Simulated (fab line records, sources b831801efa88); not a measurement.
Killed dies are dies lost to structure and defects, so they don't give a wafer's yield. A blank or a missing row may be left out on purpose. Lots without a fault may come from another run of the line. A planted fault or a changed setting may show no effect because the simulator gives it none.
fab line records | flow sky130
record lots=7 wafers=20 last_day=49
route steps=708 shown LOCAL_INTERCONNECT@405 CONTACT@406 PAD_OPEN@708
lots that met no fault: from a run of the same line without faults
start_h: hours from the record's first day to the start of the lot's first wafer shown | wait_h: hours since the lot's step before | " the same as in the row above | L1.1+2: a row that stands for several wafers | - no value, or no start given | * or withheld: withheld | < > ~ a bound
route shown NAME@n: a module of which the file shows steps, and the number in the route of the first | usual: mean/standard deviation of fault-free wafers | same: alike in all rows | chamber/n: place in a boat | sites: the reading at each site | _std_site: their standard deviation | _edge_site: outer sites' mean less inner sites' | radius_mm: how far each site lies from the wafer's centre | mask NAME#n: copy n | behind: the tool/chamber that last shaped the wafer | hold: why the lot was held/for how many hours/how that ended | device: the transistor (n, p or np) that didn't switch | end of line: the same wafers' tests at the end of the route | a step without rows: its recipe alone | killed: dies lost to structure and defects at the first sort, not the wafer's yield | map: a wafer's dies, x killed, . not, _ none there
set.NAME: the setting as run; set.NAME@STEP: as run at that earlier step | model.NAME: the simulator's own value behind a step, which no gauge read
lots at some steps of the route; a table a step, a row a wafer
services: from which hour (start_h, from the record's first day; less than 0 if before it) a tool's chamber was out of use, for how many hours, and why
## steps
# step SKY_LOCAL_INTERCONNECT_CLEAN_18
# recipe chemistry=O3/DIW dry=n2_spin
# step SKY_CONTACT_CVD_00
# recipe material=Si3N4 target_thk_nm=75 temp_c=400 time_s=withheld rf_w=450
# usual heater_power_w=716/63
# columns lot.wafer tool chamber start_h wait_h heater_power_w
L217.1 pecvd-01 1 703.86 0.0 830
L217.3 " 0 " " 741
L217.5 " 1 " " 808
L220.3 pecvd-01 2 736.47 0.0 732
L220.4 " 0 " " 712
L220.5 " 2 " " 751
L222.1 pecvd-01 2 753.04 0.0 828
L222.2 " 0 " " 713
L222.6 " 1 " " 801
L223.1 pecvd-01 0 762.21 0.0 710
L223.6 " 2 " " 804
L226.4 pecvd-02 1 785.14 0.0 620
L226.5 " 2 " " 642
L226.6 " 0 " " 792
L233.1 pecvd-03 1 837.69 0.0 741
L233.2 " 2 " " 787
L233.3 " 1 " " 601
L236.1 pecvd-03 1 862.26 0.0 596
L236.4 " 2 " " 804
L236.6 " 0 " " 748
# step SKY_CONTACT_THK_MEAS_01
# recipe reads=Si3N4_of_CONTACT_CVD_00
# usual CONTACT_CVD_00_THK=74.9/0.82
# columns lot.wafer tool chamber start_h wait_h CONTACT_CVD_00_THK[nm]
L217.1 film_metro-03 - 703.89 - 74.5
L217.3 " - " " 75.3
L217.5 " - " " 76.3
L220.3 film_metro-03 - 736.53 - 75.6
L220.4 " - " " 76.6
L220.5 " - " " 76.2
L222.1 film_metro-01 - 753.07 - 74.9
L222.2 " - " " 74.4
L222.6 " - " " 75.0
L223.1 film_metro-02 - 762.25 - 74.7
L223.6 " - " " 74.9
L226.4 film_metro-02 - 785.19 - 74.8
L226.5 " - " " 74.5
L226.6 " - " " 74.1
L233.1 film_metro-02 - 837.74 - 74.6
L233.2 " - " " 74.2
L233.3 " - " " 75.7
L236.1 film_metro-03 - 862.29 - 73.4
L236.4 " - " " 75.3
L236.6 " - " " 75.4
# step SKY_CONTACT_HDPCVD_02
# recipe material=SiO2 target_thk_nm=565 sigma_open_frac=0.3 time_s=94.2 temp_c=600 sih4_flow_sccm=60 pressure_mtorr=6
# step SKY_CONTACT_THK_MEAS_03
# recipe reads=SiO2_of_CONTACT_HDPCVD_02
# usual CONTACT_HDPCVD_THK=562/4.9
# columns lot.wafer tool chamber start_h wait_h CONTACT_HDPCVD_THK[nm]
L217.1 film_metro-01 - 704.02 0.0 552
L217.3 " - " " 559
L217.5 " - " " 562
L220.3 film_metro-02 - 736.65 0.1 566
L220.4 " - " " 574
L220.5 " - " " 560
L222.1 film_metro-01 - 753.20 0.0 556
L222.2 " - " " 560
L222.6 " - " " 559
L223.1 film_metro-01 - 762.43 0.0 554
L223.6 " - " " 560
L226.4 film_metro-03 - 785.35 0.1 563
L226.5 " - " " 558
L226.6 " - " " 563
L233.1 film_metro-01 - 837.87 0.0 560
L233.2 " - " " 568
L233.3 " - " " 564
L236.1 film_metro-02 - 862.42 0.0 567
L236.4 " - " " 558
L236.6 " - " " 567
# step SKY_CONTACT_CMP_04
# recipe material=SiO2 down_force_psi=4 platen_rpm=60 pad_velocity_m_s=0.94248
# usual motor_current_A=11.7/1.5 retaining_ring_pressure_frac=1.000/0.005 time_to_endpoint_s=82/4
# columns lot.wafer tool chamber start_h wait_h motor_current_A retaining_ring_pressure_frac time_to_endpoint_s
L217.3 cmp-01 0 704.18 0.1 9.9 1.008 83
L217.1 " 1 " " 13.6 0.997 80
L217.5 " 3 " " 11.8 1.002 82
L220.4 cmp-01 2 736.69 0.0 11.0 1.004 89
L220.3 " 3 " " 11.6 0.998 85
L220.5 " 2 " " 11.3 1.001 85
L222.2 cmp-01 1 753.36 0.1 12.8 1.003 85
L222.1 " 2 " " 11.2 1.000 80
L222.6 " 0 " " 9.7 0.988 83
L223.1 cmp-02 0 762.63 0.2 14.8 0.997 78
L223.6 " 0 " " 14.2 0.998 78
L226.4 cmp-01 2 785.48 0.1 10.7 1.005 82
L226.6 " 0 " " 8.9 1.005 88
L226.5 " 1 " " 12.9 0.997 82
L233.2 cmp-02 0 837.93 0.0 14.2 1.001 86
L233.3 " 1 " " 11.9 1.008 80
L233.1 " 2 " " 11.5 1.006 85
L236.4 cmp-01 2 862.58 0.1 11.4 0.993 81
L236.1 " 3 " " 10.6 1.004 90
L236.6 " 0 " " 8.9 0.994 88
# step SKY_CONTACT_BOW_MEAS_05
# recipe mode=bow
# usual CONTACT_BOW=81/7
# columns lot.wafer tool chamber start_h wait_h CONTACT_BOW[um]
L217.1 film_metro-03 - 704.38 0.1 80
L217.3 " - " " 86
L217.5 " - " " 83
L220.3 film_metro-01 - 737.03 0.2 77
L220.4 " - " " 90
L220.5 " - " " 82
L222.1 film_metro-01 - 753.56 0.1 83
L222.2 " - " " 71
L222.6 " - " " 74
L223.1 film_metro-03 - 762.93 0.2 88
L223.6 " - " " 81
L226.4 film_metro-03 - 785.74 0.2 93
L226.5 " - " " 80
L226.6 " - " " 78
L233.1 film_metro-03 - 838.23 0.1 80
L233.2 " - " " 87
L233.3 " - " " 92
L236.1 film_metro-03 - 862.78 0.1 70
L236.4 " - " " 87
L236.6 " - " " 77
# step SKY_CONTACT_DEHYDRATE_06
# recipe temp_c=200 time_s=60
# step SKY_CONTACT_HMDS_07
# recipe prime_time_s=60 prime_temp_c=120
# step SKY_CONTACT_COAT_08
# recipe resist=BARC temp_c=withheld time_s=withheld spin_rpm=3000 resist_thk_nm=60
# step SKY_CONTACT_COAT_09
# recipe resist=KrF-thick spin_rpm=3000 resist_thk_nm=450
# step SKY_CONTACT_SOFTBAKE_10
# recipe temp_c=100 time_s=90 resist=KrF-thick
# step SKY_CONTACT_EXPOSE_11
# recipe mask_id=CTM1 na=0.8 source_shape=annular sigma_inner=0.55 sigma_outer=0.85 target_cd_nm=170 dose_mj=38
# columns lot.wafer tool chamber start_h wait_h mask
L217.1+3+5 krf_scanner-02 0 717.66 - CTM1#0
L220.3+4+5 krf_scanner-02 0 750.81 - CTM1#0
L222.1+2+6 krf_scanner-02 0 767.64 - CTM1#0
L223.1+6 krf_scanner-02 0 776.29 - CTM1#0
L226.4+5+6 krf_scanner-02 0 798.87 - CTM1#0
L233.1+2+3 krf_scanner-01 0 851.71 - CTM1#0
L236.1+4+6 krf_scanner-02 0 876.12 - CTM1#0
# step SKY_CONTACT_PEB_12
# recipe peb_temp_c=withheld peb_time_s=withheld resist=KrF-thick
# step SKY_CONTACT_DEVELOP_13
# recipe develop_time_s=60 resist=KrF-thick dev_temp_c=21
# step SKY_CONTACT_CD_MEAS_14
# recipe target_cd_nm=170
# usual cd_nm=169.6/1.6
# columns lot.wafer tool chamber start_h wait_h cd_nm
L217.1 cd_sem-02 - 731.50 - 170.5
L217.3 " - " " 170.5
L217.5 " - " " 168.0
L220.3 cd_sem-02 - 763.74 - 170.2
L220.4 " - " " 169.4
L220.5 " - " " 169.1
L222.1 cd_sem-02 - 780.35 - 169.8
L222.2 " - " " 170.1
L222.6 " - " " 126.7
L223.1 cd_sem-01 - 789.24 - 169.5
L223.6 " - " " 126.8
L226.4 cd_sem-02 - 812.00 - 170.7
L226.5 " - " " 125.0
L226.6 " - " " 125.6
L233.1 cd_sem-01 - 864.39 - 167.2
L233.2 " - " " 167.8
L233.3 " - " " 168.5
L236.1 cd_sem-01 - 888.31 - 166.2
L236.4 " - " " 167.0
L236.6 " - " " 166.4
# step SKY_CONTACT_OVL_MEAS_15
# usual CONTACT_OVL=-1/5
# columns lot.wafer tool chamber start_h wait_h CONTACT_OVL[nm]
L217.1 overlay-01 - 731.62 0.1 -4
L217.3 " - " " -7
L217.5 " - " " -5
L220.3 overlay-02 - 763.83 0.1 -5
L220.4 " - " " 0
L220.5 " - " " -4
L222.1 overlay-02 - 780.47 0.1 4
L222.2 " - " " -3
L222.6 " - " " 7
L223.1 overlay-02 - 789.36 0.1 4
L223.6 " - " " -2
L226.4 overlay-01 - 812.08 0.1 2
L226.5 " - " " 4
L226.6 " - " " 2
L233.1 overlay-02 - 864.51 0.1 -7
L233.2 " - " " -3
L233.3 " - " " 1
L236.1 overlay-02 - 888.45 0.1 9
L236.4 " - " " 5
L236.6 " - " " 6
# step SKY_CONTACT_ETCH_16
# recipe chemistry=N2/H2 target=BARC ion_energy_ev=200 source_w=500 bias_w=100 pressure_mtorr=30 n2_flow_sccm=100 h2_flow_sccm=200 stop_on=SiO2 time_s=45.9 target_depth_a=600
# usual drypump_motor_current_A=5.9/0.46 oes_product_au=0.854/0.0045 throttle_valve_pct=13.225/0.009
# columns lot.wafer tool chamber start_h wait_h drypump_motor_current_A oes_product_au rf_hours_counter_h throttle_valve_pct model.CONTACT.cd_nm
L217.1 rie_diel-03 3 731.65 0.0 5.4 0.856 12 13.239 169.8
L217.3 " 2 " " 5.6 0.853 11 13.229 170.2
L217.5 " 0 " " 6.5 0.852 - 13.215 168.2
L220.3 rie_diel-03 3 763.85 0.0 5.4 0.845 13 13.226 170.7
L220.4 " 0 " " 6.6 0.852 4 13.232 170.7
L220.5 " 3 " " 5.4 0.864 - 13.216 169.1
L222.1 rie_diel-04 2 780.50 0.0 5.2 0.848 4 13.239 170.3
L222.2 " 0 " " 6.0 0.862 4 13.219 169.7
L222.6 " 0 " " 6.0 0.857 - 13.225 126.4
L223.1 rie_diel-04 0 789.40 0.0 6.1 0.855 4 13.230 169.3
L223.6 " 2 " " 5.2 0.852 - 13.228 126.9
L226.4 rie_diel-03 3 812.10 0.0 5.4 0.854 15 13.215 170.2
L226.5 " 3 " " 5.4 0.848 - 13.222 125.1
L226.6 " 0 " " 6.5 0.847 - 13.210 125.3
L233.1 rie_diel-02 0 864.55 0.0 5.7 0.857 1 13.220 167.4
L233.2 " 2 " " 5.9 0.849 10 13.235 167.2
L233.3 " 3 " " 5.2 0.853 2 13.229 168.5
L236.1 rie_diel-02 2 888.48 0.0 5.9 0.859 11 13.230 165.6
L236.4 " 1 " " 6.2 0.854 1 13.228 166.7
L236.6 " 2 " " 5.9 0.859 - 13.228 166.2
# step SKY_CONTACT_ETCH_17
# recipe target=SiO2 chemistry=C4F8/O2/Ar stop_on=Si3N4 mask_material=KrF-thick source_w=1500 bias_w=1200 pressure_mtorr=40 c4f8_flow_sccm=withheld O2_flow_sccm=6 Ar_flow_sccm=300 time_s=withheld target_depth_a=3400
# usual oes_product_au=0.892/0.0046
# columns lot.wafer tool chamber start_h wait_h oes_product_au
L217.1 rie_diel-03 3 731.69 0.0 0.891
L217.3 " 2 " " 0.886
L217.5 " 0 " " 0.882
L220.3 rie_diel-03 3 763.90 0.0 0.888
L220.4 " 0 " " 0.897
L220.5 " 3 " " 0.893
L222.1 rie_diel-04 2 780.55 0.0 0.894
L222.2 " 0 " " 0.887
L222.6 " 0 " " 0.895
L223.1 rie_diel-04 0 789.44 0.0 0.888
L223.6 " 2 " " 0.896
L226.4 rie_diel-03 3 812.14 0.0 0.890
L226.5 " 3 " " 0.891
L226.6 " 0 " " 0.900
L233.1 rie_diel-02 0 864.59 0.0 0.892
L233.2 " 2 " " 0.893
L233.3 " 3 " " 0.899
L236.1 rie_diel-02 2 888.52 0.0 0.895
L236.4 " 1 " " 0.897
L236.6 " 2 " " 0.897
# step SKY_CONTACT_ETCH_18
# recipe target=Si3N4 chemistry=CHF3/O2 stop_on=TiN source_w=600 bias_w=200 pressure_mtorr=40 chf3_flow_sccm=50 O2_flow_sccm=5 time_s=39 target_depth_a=750
# usual chf3_flow_sccm=49.99/0.16 drypump_motor_current_A=5.8/0.46 oes_product_au=0.855/0.0069 throttle_valve_pct=8.792/0.0088
# columns lot.wafer tool chamber start_h wait_h chf3_flow_sccm drypump_motor_current_A oes_product_au rf_hours_counter_h throttle_valve_pct model.CONTACT.cd_nm
L217.1 rie_diel-03 3 - - 50.34 5.4 0.851 12 8.780 169.8
L217.3 " 2 " " 49.72 5.6 0.855 11 8.801 169.8
L217.5 " 0 " " 49.69 6.6 0.871 - 8.774 168.3
L220.3 rie_diel-03 3 - - 49.96 5.4 0.855 13 8.798 170.8
L220.4 " 0 " " 50.10 6.6 0.862 4 8.793 170.5
L220.5 " 3 " " 50.02 5.4 0.861 - 8.799 169.2
L222.1 rie_diel-04 2 - - 50.30 5.2 0.861 4 8.795 170.6
L222.2 " 0 " " 49.92 6.0 0.857 4 8.793 169.5
L222.6 " 0 " " 50.10 6.0 0.858 - 8.801 126.4
L223.1 rie_diel-04 0 - - 49.87 6.1 0.847 4 8.799 169.2
L223.6 " 2 " " 50.25 5.2 0.854 - 8.799 127.3
L226.4 rie_diel-03 3 - - 50.22 5.4 0.850 15 8.792 170.3
L226.5 " 3 " " 50.27 5.4 0.852 - 8.802 125.2
L226.6 " 0 " " 49.90 6.5 0.850 - 8.793 125.5
L233.1 rie_diel-02 0 - - 49.87 5.7 0.850 1 8.807 167.3
L233.2 " 2 " " 50.01 5.9 0.853 10 8.800 167
L233.3 " 3 " " 50.04 5.2 0.869 3 8.808 168.4
L236.1 rie_diel-02 2 - - 50.43 5.9 0.839 11 8.785 165.6
L236.4 " 1 " " 50.02 6.2 0.860 1 8.795 166.6
L236.6 " 2 " " 50.15 5.9 0.860 - 8.790 166.3
# step SKY_CONTACT_STRIP_19
# recipe chemistry=O2/N2 power_w=1400 pressure_mtorr=1500 platen_temp_c=withheld o2_flow_sccm=3000 n2_flow_sccm=300 overash_fraction=0.5
# usual drypump_motor_current_A=5.7/0.59 oes_product_au=0.381/0.0048 strip_time_to_endpoint_s=3.624/0.029
# columns lot.wafer tool chamber start_h wait_h drypump_motor_current_A oes_product_au rf_hours_counter_h strip_time_to_endpoint_s
L217.1 plasma_asher-02 1 731.79 - 6.2 0.387 92 3.674
L217.3 " 0 " " 5.9 0.386 - 3.630
L217.5 " 0 " " 5.9 0.380 - 3.621
L220.3 plasma_asher-01 1 764.02 - 4.9 0.387 - 3.675
L220.4 " 0 " " 6.6 0.373 - 3.608
L220.5 " 0 " " 6.6 0.385 - 3.675
L222.1 plasma_asher-01 1 780.64 - 5.0 0.381 64 3.614
L222.2 " 0 " " 6.6 0.389 64 3.644
L222.6 " 1 " " 4.9 0.372 - 3.650
L223.1 plasma_asher-01 0 789.53 - 6.6 0.372 65 3.637
L223.6 " 0 " " 6.6 0.371 - 3.622
L226.4 plasma_asher-01 0 812.26 - 6.6 0.385 - 3.689
L226.5 " 0 " " 6.6 0.375 - 3.688
L226.6 " 1 " " 4.9 0.381 - 3.651
L233.1 plasma_asher-01 1 864.68 - 5.0 0.372 72 3.550
L233.2 " 0 " " 6.5 0.385 72 3.558
L233.3 " 1 " " 5.0 0.373 - 3.593
L236.1 plasma_asher-04 1 888.61 - 5.4 0.379 14 3.613
L236.4 " 1 " " 5.5 0.385 - 3.634
L236.6 " 0 " " 5.3 0.380 - 3.582
# step SKY_PAD_OPEN_PROBE_99
# usual killed_at_M0_to_M3=45/7.3 killed_at_M4_up=3.1/1.7 killed_at_contacts=25/5.1 killed_at_front_end=15/4.5 killed_at_other=0.3/0.56 killed_dies=88/9.4 killed_on_rim=17/4.3 killed_open=47/6.6 killed_short=40/6.9
# same gross_dies=492 killed_at_back_side=0
# columns lot.wafer tool chamber start_h wait_h killed_at_M0_to_M3 killed_at_M4_up killed_at_contacts killed_at_front_end killed_at_other killed_dies killed_on_rim killed_open killed_short
L217.1 prober-01 - 1072.61 0.1 33 2 20 8 1 64 10 33 30
L217.3 prober-01 - 1072.71 0.2 42 2 28 16 0 88 19 45 43
L217.5 prober-01 - 1072.81 0.2 41 0 33 25 1 100 27 42 57
L220.3 prober-02 - 1095.12 0.2 36 1 21 18 0 76 13 39 37
L220.4 prober-02 - 1095.17 0.2 52 1 29 8 0 90 19 56 34
L220.5 prober-02 - 1095.22 0.2 49 3 26 10 0 88 21 43 45
L222.1 prober-02 - 1109.71 0.1 38 3 36 21 0 98 19 51 47
L222.2 prober-02 - 1109.76 0.1 47 7 30 16 0 100 20 58 42
L222.6 prober-02 - 1109.96 0.2 42 5 425 14 1 487 96 47 38
L223.1 prober-01 - 1116.86 0.1 41 1 27 22 1 92 19 52 40
L223.6 prober-01 - 1117.11 0.2 35 1 426 29 0 491 96 55 42
L226.4 prober-01 - 1132.70 0.2 39 1 25 15 1 81 13 48 31
L226.5 prober-01 - 1132.75 0.2 42 3 432 14 0 491 96 44 33
L226.6 prober-01 - 1132.80 0.2 50 1 430 10 1 492 96 50 34
L233.1 prober-02 - 1168.82 0.1 37 4 22 16 0 79 11 48 31
L233.2 prober-02 - 1168.87 0.1 49 3 22 9 0 83 11 51 32
L233.3 prober-02 - 1168.92 0.2 39 2 29 17 0 87 12 53 34
L236.1 prober-01 - 1187.10 0.1 43 0 24 16 1 84 18 50 34
L236.4 prober-01 - 1187.25 0.2 48 3 24 8 1 84 16 36 47
L236.6 prober-01 - 1187.35 0.2 44 4 22 12 0 82 15 40 42
# killed by level:class
L217.1 CONTACT:geometric_particle:open=8 VIA1:geometric_particle:open=6 VIA2:geometric_particle:open=6 LI_CONTACT:geometric_particle:open=5 METAL1:geometric_particle:short=4 FIELD_ISO:geometric_particle:short=3 POLY_GATE:geometric_particle:short=3 VIA3:geometric_particle:open=3
L217.3 CONTACT:geometric_particle:open=9 LI_CONTACT:geometric_particle:open=8 VIA1:geometric_particle:open=8 METAL2:geometric_particle:short=8 POLY_GATE:geometric_particle:short=7 CONTACT:geometric_particle:short=6 VIA3:geometric_particle:open=5 VIA1:geometric_particle:short=5
L217.5 CONTACT:geometric_particle:short=9 VIA1:geometric_particle:open=9 POLY_GATE:geometric_particle:short=8 METAL1:geometric_particle:short=8 CONTACT:geometric_particle:open=7 VIA3:geometric_particle:open=6 LI_CONTACT:geometric_particle:open=6 METAL2:geometric_particle:short=6
L220.3 VIA3:geometric_particle:open=9 CONTACT:geometric_particle:open=8 FIELD_ISO:geometric_particle:short=7 METAL2:geometric_particle:short=6 LI_CONTACT:geometric_particle:open=5 CONTACT:geometric_particle:short=5 METAL1:geometric_particle:short=4 POLY_GATE:geometric_particle:short=3
L220.4 CONTACT:geometric_particle:open=12 VIA3:geometric_particle:open=12 VIA2:geometric_particle:open=8 LI_CONTACT:geometric_particle:open=7 VIA1:geometric_particle:short=7 VIA1:geometric_particle:open=6 METAL2:geometric_particle:short=5 CONTACT:geometric_particle:short=5
L220.5 CONTACT:geometric_particle:open=11 VIA1:geometric_particle:open=11 METAL2:geometric_particle:short=9 CONTACT:geometric_particle:short=7 VIA3:geometric_particle:open=7 VIA1:geometric_particle:short=6 VIA3:geometric_particle:short=6 FIELD_ISO:geometric_particle:short=4
L222.1 CONTACT:geometric_particle:open=11 LI_CONTACT:geometric_particle:open=10 CONTACT:geometric_particle:short=10 VIA1:geometric_particle:open=10 METAL2:geometric_particle:short=7 FIELD_ISO:geometric_particle:open=5 METAL1:geometric_particle:short=5 FIELD_ISO:geometric_particle:short=4
L222.2 CONTACT:geometric_particle:open=12 VIA1:geometric_particle:open=11 LI_CONTACT:geometric_particle:open=9 VIA1:geometric_particle:short=8 VIA3:geometric_particle:open=8 POLY_GATE:geometric_particle:short=5 CONTACT:geometric_particle:short=5 VIA2:geometric_particle:open=4
L222.6 CONTACT:area_expose=402 LI_CONTACT:geometric_particle:open=10 VIA1:geometric_particle:open=7 VIA2:geometric_particle:open=5 CONTACT:geometric_particle:open=5 METAL2:geometric_particle:short=5 FIELD_ISO:geometric_particle:open=4 VIA1:geometric_particle:short=4
L223.1 CONTACT:geometric_particle:open=10 LI_CONTACT:geometric_particle:open=9 VIA1:geometric_particle:open=8 FIELD_ISO:geometric_particle:short=6 VIA1:geometric_particle:short=6 FIELD_ISO:geometric_particle:open=5 METAL1:geometric_particle:short=5 VIA2:geometric_particle:open=5
L223.6 CONTACT:area_expose=394 CONTACT:geometric_particle:open=11 VIA1:geometric_particle:open=11 FIELD_ISO:geometric_particle:short=10 LI_CONTACT:geometric_particle:open=10 LI_CONTACT:geometric_particle:short=6 VIA3:geometric_particle:open=6 FIELD_ISO:geometric_particle:open=5
L226.4 CONTACT:geometric_particle:open=11 VIA1:geometric_particle:open=8 LI_CONTACT:geometric_particle:open=7 METAL1:geometric_particle:short=7 VIA2:geometric_particle:open=7 METAL3:geometric_particle:short=5 POLY_GATE:geometric_particle:open=4 VIA3:geometric_particle:open=4
L226.5 CONTACT:area_expose=414 CONTACT:geometric_particle:open=9 VIA1:geometric_particle:open=8 VIA3:geometric_particle:open=7 POLY_GATE:geometric_particle:short=5 VIA2:geometric_particle:open=5 LI_CONTACT:geometric_particle:open=4 METAL1:geometric_particle:short=4
L226.6 CONTACT:area_expose=407 VIA1:geometric_particle:open=11 LI_CONTACT:geometric_particle:open=10 VIA2:geometric_particle:open=10 VIA3:geometric_particle:open=6 CONTACT:geometric_particle:open=5 METAL1:geometric_particle:short=5 VIA1:geometric_particle:short=5
L233.1 LI_CONTACT:geometric_particle:open=10 VIA3:geometric_particle:open=8 CONTACT:geometric_particle:open=6 VIA1:geometric_particle:short=6 VIA2:geometric_particle:open=5 VIA1:geometric_particle:open=5 POLY_GATE:geometric_particle:open=4 POLY_GATE:geometric_particle:short=4
L233.2 VIA1:geometric_particle:open=13 LI_CONTACT:geometric_particle:open=8 CONTACT:geometric_particle:open=8 VIA2:geometric_particle:open=6 VIA3:geometric_particle:open=5 METAL1:geometric_particle:short=4 VIA3:geometric_particle:short=4 FIELD_ISO:geometric_particle:open=3
L233.3 VIA1:geometric_particle:open=11 LI_CONTACT:geometric_particle:open=10 CONTACT:geometric_particle:open=9 VIA3:geometric_particle:open=7 FIELD_ISO:geometric_particle:short=6 FIELD_ISO:geometric_particle:open=5 VIA1:geometric_particle:short=4 LOCAL_INTERCONNECT:geometric_particle:short=4
L236.1 CONTACT:geometric_particle:open=12 POLY_GATE:geometric_particle:open=10 VIA1:geometric_particle:open=8 METAL1:geometric_particle:short=7 VIA3:geometric_particle:open=7 LI_CONTACT:geometric_particle:open=5 METAL3:geometric_particle:short=5 VIA2:geometric_particle:short=4
L236.4 VIA1:geometric_particle:open=11 CONTACT:geometric_particle:open=8 VIA2:geometric_particle:open=7 METAL1:geometric_particle:short=6 METAL3:geometric_particle:short=6 LI_CONTACT:geometric_particle:open=5 CONTACT:geometric_particle:short=5 METAL2:geometric_particle:short=5
L236.6 VIA1:geometric_particle:open=10 CONTACT:geometric_particle:open=8 VIA3:geometric_particle:open=8 VIA1:geometric_particle:short=6 CONTACT:geometric_particle:short=6 METAL3:geometric_particle:short=6 METAL2:geometric_particle:short=5 FIELD_ISO:geometric_particle:short=4
# map L222.6 (x killed, . not)
__________xxxxxxxxxx_________
________xxxxxxxxxxxxxx_______
______xxxxxxxxxxxxxxxxxx_____
_____xxxxxxxxxxxxxxxxxxxx____
____xxxxxxxxxxxxxxxxxxxxxx___
___xxxxxxxxxxxxxxxxxxxxxxxx__
__xxxxxxxxxxxxxxxxxxxxxxxxxx_
_xxxxxxxxxxxxxxxxxxxxxxxxxxxx
_xxxxxxx.xxxxxxxxxxxxxxxxxxxx
_xxxxxxxxxxxxxxxxxxxxxxxxxxxx
_xxxxxxxxxxxx..xx.xxxxxxxxxxx
_xxxxxxxxxxxxxxxxxxxxxxxxxxxx
_xxxxxxxxxxxxxxxxxxxxxxxxxxxx
_xxxxxxxxxxxxxx.xxxxxxxxxxxxx
_xxxxxxxxxxxxxxxxxxxxxxxxxxxx
__xxxxxxxxxxxxxxxxxxxxxxxxxx_
___xxxxxxxxxxxxxxxxxxxxxxxx__
____xxxxxxxxxxxxxxxxxxxxxx___
_____xxxxxxxxxxxxxxxxxxxx____
______xxxxxxxxxxxxxxxxxx_____
________xxxxxxxxxxxxxx_______
__________xxxxxxxxxx_________
# map L223.6 (x killed, . not)
__________xxxxxxxxxx_________
________xxxxxxxxxxxxxx_______
______xxxxxxxxxxxxxxxxxx_____
_____xxxxxxxxxxxxxxxxxxxx____
____xxxxxxxxxxxxxxxxxxxxxx___
___xxxxxxxxxxxxxxxxxxxxxxxx__
__xxxxxxxxxxxxxxxxxxxxxxxxxx_
_xxxxxxxxxxxxxxxxxxxxxxxxxxxx
_xxxxxxxxxxxxxxxxxxxxxxxxxxxx
_xxxxxxxxxxxxxxxxxxxxxxxxxxxx
_xxxxxxxxxxxxxxxxxxxxxxxxxxxx
_xxxxxxxxxxxxxxxxxxxxxxxxxxxx
_xxxxxxxxxxxxxxxxxxxxxxxxxxxx
_xxxxxxxxxxxxxxxxxxxxxxxxxxxx
_xxxxxxxxxxxxxxxxxxxxxxxxxxxx
__xxxxxxxxxxxxxx.xxxxxxxxxxx_
___xxxxxxxxxxxxxxxxxxxxxxxx__
____xxxxxxxxxxxxxxxxxxxxxx___
_____xxxxxxxxxxxxxxxxxxxx____
______xxxxxxxxxxxxxxxxxx_____
________xxxxxxxxxxxxxx_______
__________xxxxxxxxxx_________
## services
# columns tool chamber start_h hours kind
pecvd-03 - 699.95 6.0 pm
rie_diel-03 0 710.86 8.3 repair
rie_diel-04 - 715.07 28.1 pm
cmp-01 - 742.12 5.6 pm
pecvd-03 - 749.75 1.6 repair
krf_scanner-02 - 752.81 0.8 pm
pecvd-01 - 775.74 0.9 repair
rie_diel-02 1 776.63 1.7 repair
rie_diel-02 2 777.34 4.0 repair
pecvd-03 - 784.85 2.8 pm
plasma_asher-01 - 784.87 1.8 repair
rie_diel-02 - 794.17 4.3 pm
pecvd-03 - 794.51 4.0 repair
cmp-01 - 795.19 0.7 repair
krf_scanner-02 - 795.23 1.0 pm
cmp-01 - 795.73 1.3 repair
krf_scanner-02 - 805.45 0.6 repair
rie_diel-04 - 823.08 2.8 pm
krf_scanner-02 - 827.69 1.3 pm
rie_diel-04 0 828.52 2.5 repair
rie_diel-04 2 835.11 3.0 repair
pecvd-03 0 837.00 6.0 repair
rie_diel-03 2 868.47 3.2 repair
rie_diel-04 1 875.24 8.5 repair
## key
first_sign step=SKY_CONTACT_CD_MEAS_14 reading=cd_nm direction=down sigmas=27 usual=169.6 struck=126.0
effect step=SKY_PAD_OPEN_PROBE_99 reading=killed_at_contacts direction=up sigmas=80 usual=25 struck=428
model_effect step=SKY_CONTACT_ETCH_16 value=CONTACT.cd_nm without=169.5 struck=125.9
model_effect step=SKY_CONTACT_ETCH_18 value=CONTACT.cd_nm without=169.6 struck=126.1
more_kills_born_at SKY_CONTACT_EXPOSE_11@krf_scanner-02=1617
met_at SKY_CONTACT_EXPOSE_11
struck_wafers L222.6,L223.6,L226.5,L226.6
later_rows_left_out L222.6,L223.6,L226.5,L226.6
tester_left_out L222,L223,L226
onset_between 750.81 767.64
fault kind=process_parameter_drift tool=krf_scanner-02 chamber=- onset_h=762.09 steps=SKY_CONTACT_EXPOSE_11 channel=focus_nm offset=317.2 shape=step end_h=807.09 scope=struck_wafers_only
# tester_left_out: of these lots the tester's yield and bins aren't shown, on N5 and GAA mostly nor the transistor test; their killed dies are dies lost to structure and defects alone, not to doping, threshold or leakage, so they don't give the yield
# later_rows_left_out: the simulator's readings of these wafers behind a module that went badly wrong aren't trusted and aren't shown, but for the sort
